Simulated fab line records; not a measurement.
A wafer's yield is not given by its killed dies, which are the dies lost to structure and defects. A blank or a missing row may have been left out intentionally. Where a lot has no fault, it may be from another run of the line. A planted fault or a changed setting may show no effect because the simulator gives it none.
Matching of chambers + flow gf180mcu + GF_CONTACT_CMP_27 on cmp-02: 4 sister chambers
The step polishes, stops on SiO2, t overpolish 15 s, target thk 0 nm. 14 wafers are shown with their chamber, then 7 later ones without.

## WAFERS PAIRED WITH THEIR CHAMBERS
| wafer  | chamber | motor-current-A (A) | time-to-endpoint-s (s) | head-pressure-psi (psi) |
|--------|---------|---------------------|------------------------|-------------------------|
| L216.2 | 1       | 10.9                | 69                     | 3.510                   |
| L216.4 | 3       | 12.4                | 75                     | 3.508                   |
| L216.6 | 0       | 10.8                | 77                     | 3.507                   |
| L217.1 | 3       | 12.6                | 77                     | 3.505                   |
| L217.4 | 1       | 11.0                | 71                     | 3.517                   |
| L217.5 | 3       | 12.8                | 77                     | 3.509                   |
| L218.1 | 2       | 10.9                | 68                     | 3.497                   |
| L218.4 | 0       | 10.4                | 77                     | 3.504                   |
| L218.5 | 2       | 11.2                | 69                     | 3.501                   |
| L227.2 | 0       | 10.8                | 75                     | 3.502                   |
| L227.5 | 1       | 10.1                | 69                     | 3.500                   |
| L227.6 | 0       | 10.5                | 74                     | 3.509                   |
| L229.1 | 3       | 13.0                | 73                     | 3.505                   |
| L229.3 | 1       | 10.5                | 67                     | 3.508                   |

SIGNATURES (averages over the wafers above)
| reading            | chamber 0 | chamber 1 | chamber 2 | chamber 3 | scatter within a chamber |
|--------------------|-----------|-----------|-----------|-----------|--------------------------|
| motor-current-A    | 10.625    | 10.625    | 11.050    | 12.700    | 0.297                    |
| time-to-endpoint-s | 75.75     | 69.00     | 68.50     | 75.50     | 1.62                     |
| head-pressure-psi  | 3.50550   | 3.50875   | 3.49900   | 3.50675   | 0.00443                  |
Rule: distance of a wafer from a chamber = root of the sum over the readings of ((wafer's reading minus chamber's mean) / reading's scatter) squared. The wafer belongs to the nearest chamber; if the next one is less than 2 further off, it can't be placed. The scatter is the square root of a quotient: the sum, over the shown wafers, of each reading's squared deviation from its chamber's mean, divided by wafers minus chambers.

## WAFERS WITH NO CHAMBER GIVEN
| wafer  | motor-current-A (A) | time-to-endpoint-s (s) | head-pressure-psi (psi) |
|--------|---------------------|------------------------|-------------------------|
| L229.4 | 11.1                | 64                     | 3.503                   |
| L230.1 | 13.2                | 70                     | 3.495                   |
| L230.4 | 11.6                | 69                     | 3.509                   |
| L230.5 | 10.9                | 66                     | 3.507                   |
| L233.2 | 10.5                | 71                     | 3.494                   |
| L233.3 | 12.4                | 75                     | 3.508                   |
| L233.4 | 11.0                | 67                     | 3.507                   |

## CHAMBER TAKEN BY EACH
| wafer  | from the rows above          | in truth |
|--------|------------------------------|----------|
| L229.4 | can't be placed: 2 or 1      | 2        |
| L230.1 | 3                            | 3        |
| L230.4 | can't be placed: 2 or 1      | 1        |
| L230.5 | can't be placed: 1 or 2      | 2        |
| L233.2 | can't be placed: 2 or 1 or 0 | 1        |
| L233.3 | 3                            | 3        |
| L233.4 | can't be placed: 1 or 2      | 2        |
Placed correctly: 2 of 7. Not placeable from these rows: 5 (in 5, the candidates include the true chamber). Wrongly placed: 0.
